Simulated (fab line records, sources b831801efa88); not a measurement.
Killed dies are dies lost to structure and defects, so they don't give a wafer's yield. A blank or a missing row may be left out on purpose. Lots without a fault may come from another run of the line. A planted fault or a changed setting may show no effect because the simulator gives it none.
Problem report in the 8D (eight disciplines) form, filled by code | flow sky130 | the parts of the form that need people (team, actions taken, sign-off) are left out

1. THE PROBLEM
POLY_GATE_OXIDATION_THK at SKY_POLY_GATE_THK_MEAS_21 reads a mean of 3.34 nm on 6 wafers of 2 lots; wafers without a fault read 3.98 nm with a standard deviation of 0.076. That is -8.4 standard deviations from the usual mean.
First seen on wafer L456.2, day 21 15:01, on film_metro-01. The record holds 36 wafers of 12 lots with a number at this step. Rule for "out", or "out of limits": more than 4 standard deviations from the usual mean. The other wafers with a number count as sound.

2. WHAT IT IS AND WHAT IT IS NOT
question                    | is                           | is not
which readings at this step | POLY_GATE_OXIDATION_THK      | -
which lots                  | L456, L459                   | L445, L447, L448, L449, L450, L451, L452, L464, L465, L466
which wafers of those lots  | all that have a number       | -
read on which gauges        | film_metro-01, film_metro-04 | film_metro-03
when                        | from day 21 15:01            | up to then (21 sound wafers); but 9 sound wafers of L464, L465, L466 came after

3. SUSPECTS, AND WHAT RULES EACH OUT
Counting: a tool at a process step up to the reading stays a suspect if it ran every lot that is out and no sound lot after the first of them.
- the gauge at SKY_POLY_GATE_THK_MEAS_21: ruled out. The wafers that are out were read on 2 gauges (film_metro-01, film_metro-04).
- furnace-01 at SKY_POLY_GATE_OXIDATION_20 (stabilise 600 s, purge 300 s, target thk 4 nm): ruled out as a lasting fault. Sound lots L466 ran on it after its first lot that is out, L456 (day 21 13:45).
Left after counting: nothing in the record.

4. THE CAUSE (what the simulator had put in)
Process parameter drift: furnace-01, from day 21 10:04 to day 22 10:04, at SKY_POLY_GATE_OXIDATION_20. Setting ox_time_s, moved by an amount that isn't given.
Counting ruled it out, wrongly: the rule takes a fault to strike every lot that its tool runs from its start on, and this one did not.

5. THE CHAIN OF EFFECTS, in route order
Each row: a reading whose mean over the struck wafers that have a number lies more than 3 standard deviations from the usual. Only readings for which the record gives a usual standard deviation are gone through. hours: the time from each lot's start at the first step in this table that gives one to its start at this step, as a median over the lots. sigmas: the change in usual standard deviations.
hours | step                      | reading                 | usual   | on struck wafers | change | sigmas
0     | SKY_POLY_GATE_THK_MEAS_21 | POLY_GATE_OXIDATION_THK | 3.98 nm | 3.34             | -0.64  | -8.4
Later measuring or inspecting steps at which every struck wafer that the step has a row for has a number for every such reading, and none has moved that far: SKY_LDD_N_OVL_MEAS_07, SKY_LDD_HVN_OVL_MEAS_07.

6. WHAT WOULD HAVE CAUGHT IT SOONER
In this record the first reading out of limits at a measuring or inspecting step was taken at day 21 15:01, 5 hours after the fault began at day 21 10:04.
Of the tool readings at SKY_POLY_GATE_OXIDATION_20 for which the record gives a usual standard deviation, none was out on any struck wafer, so an alarm limit of 4 standard deviations on them would not have fired.
